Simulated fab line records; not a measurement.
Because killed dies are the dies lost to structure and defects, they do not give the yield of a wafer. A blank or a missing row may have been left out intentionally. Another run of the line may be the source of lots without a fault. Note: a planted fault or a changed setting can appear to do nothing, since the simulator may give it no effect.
Split-lot trial -- flow sfq-line -- on a route of 325 steps: 5 lots, 23 wafers read

SPLIT DETAILS
At SFQ_TRILAYER_M1_LITHO_PEB_042 (peb time 60 s), the setting peb-temp-c was moved away from the recipe's 115 C on 7 of the 23 wafers read, by -3.0% to +0.9%. For the rest of the wafers, this setting stayed at what the recipe calls for.

FROM THE SPLIT TO THE READING: what the file shows between them, 2 steps
- SFQ_TRILAYER_M1_LITHO_DEVELOP_041: time 60 s
- SFQ_TRILAYER_M1_BARC_OPEN_METAL_ETCH_054: etches BARC in O2, target depth 125 nm, time 41.7 s

THE READING
M1.cd-nm (the simulator's own value, which no gauge read), in nm, at SFQ_TRILAYER_M1_ETCH_METAL_ETCH_042 (etches Nb in Cl2/Ar, stops on SiO2, target depth 240 nm, time 120 s). No usual value for it is given in the file. The 16 wafers here that ran the recipe average 498.6 nm, standard deviation 2.1 nm.

wafer,"tool, chamber at the split","peb-temp-c as run, C",against the recipe,"M1.cd-nm, nm",against lot-mates on the recipe
L075.3,"litho-track-03, 0",115,recipe,498.4,-
L075.5,"litho-track-03, 0",115,recipe,498.4,-
L075.4,"litho-track-03, 0",115,recipe,497.9,-
L079.1,"litho-track-02, 0",116,+0.9%,483.5,-17.5
L079.2,"litho-track-02, 0",115,recipe,501,-
L079.4,"litho-track-02, 0",116,+0.9%,481.4,-19.6
L079.5,"litho-track-02, 0",115,recipe,502.6,-
L079.6,"litho-track-02, 0",115,recipe,499.4,-
L080.1,"litho-track-02, 0",113.5,-1.3%,525.1,+25.2
L080.2,"litho-track-02, 0",115,recipe,500.2,-
L080.3,"litho-track-02, 0",113.5,-1.3%,527.6,+27.7
L080.4,"litho-track-02, 0",115,recipe,500.4,-
L080.5,"litho-track-02, 0",115,recipe,499.2,-
L081.1,"litho-track-03, 0",115,recipe,495.3,-
L081.2,"litho-track-03, 0",115,recipe,498,-
L081.3,"litho-track-03, 0",115,recipe,498.7,-
L081.5,"litho-track-03, 0",115,recipe,497.3,-
L081.6,"litho-track-03, 0",115,recipe,499.3,-
L083.2,"litho-track-02, 0",115,recipe,496.9,-
L083.3,"litho-track-02, 0",111.6,-3.0%,567.4,+72.0
L083.4,"litho-track-02, 0",115,recipe,493.9,-
L083.5,"litho-track-02, 0",111.6,-3.0%,567.8,+72.4
L083.6,"litho-track-02, 0",111.6,-3.0%,563.7,+68.3

THE FIT
A straight line over all 23 wafers: M1.cd-nm changes by -22.4 nm for each +1% of peb-temp-c; r = -1.00; the points scatter about the line by 2.3 nm.
The same after taking each lot's own level away (the mean of its wafers on the recipe; 23 wafers): -23.4 nm for each +1%; r = -1.00; scatter 2 nm.
On that fit, the largest move of peb-temp-c shifts the reading by 69 nm.
From 495.40 to 501.00 nm: that is the span of the lots' own levels, equal to 2.7 times the standard deviation above.
The two slopes are in agreement: the lot-to-lot level therefore moves the slope only a little.
Check: for one of the wafers moved furthest among these (-3.0%), held out of the fit, the line's prediction against its lot-mates is +68.3 nm. Against them it came out at +72 nm.

FURTHER SPLITS ON THESE WAFERS
Note: prior to the reading, these wafers also went through further splits. Each is held against what the fit with the lots' levels taken away leaves over:
other split on the same wafers,wafers away from the commonest value,r with M1.cd-nm (lot level and that fit taken away)
SFQ_TRILAYER_L0_LITHO_COAT_010 spin-rpm,7,-0.18
SFQ_TRILAYER_L0_VIA_LITHO_COAT_013 spin-rpm,10,-0.02
SFQ_TRILAYER_M0_LITHO_PEB_024 peb-temp-c,4,+0.02
SFQ_TRILAYER_M0_BARC_OPEN_METAL_ETCH_031 bias-w,5,-0.07
SFQ_TRILAYER_I0_CMP_CMP_028 leave-above-ref-nm,6,+0.20
SFQ_TRILAYER_I0_VIA_ETCH_VIA_ETCH_034 source-w,9,-0.13

THE WHOLE CHAIN: every reading that the file lists as answering this split, in the file's order
step,what it does,reading,change (the file's fit),r (the file's)
SFQ_TRILAYER_M1_BARC_OPEN_METAL_ETCH_054,"etches BARC in O2, target depth 125 nm, time 41.7 s","M1.cd-nm (the simulator's own value, which no gauge read)",-23.6 nm for each +1% of the setting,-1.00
SFQ_TRILAYER_M1_ETCH_METAL_ETCH_042,"etches Nb in Cl2/Ar, stops on SiO2, target depth 240 nm, time 120 s","M1.cd-nm (the simulator's own value, which no gauge read)",-23.2 nm for each +1% of the setting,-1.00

FILE'S OWN FIT
M1.cd-nm changes by -23.2 nm for each +1% of peb-temp-c, r = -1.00.
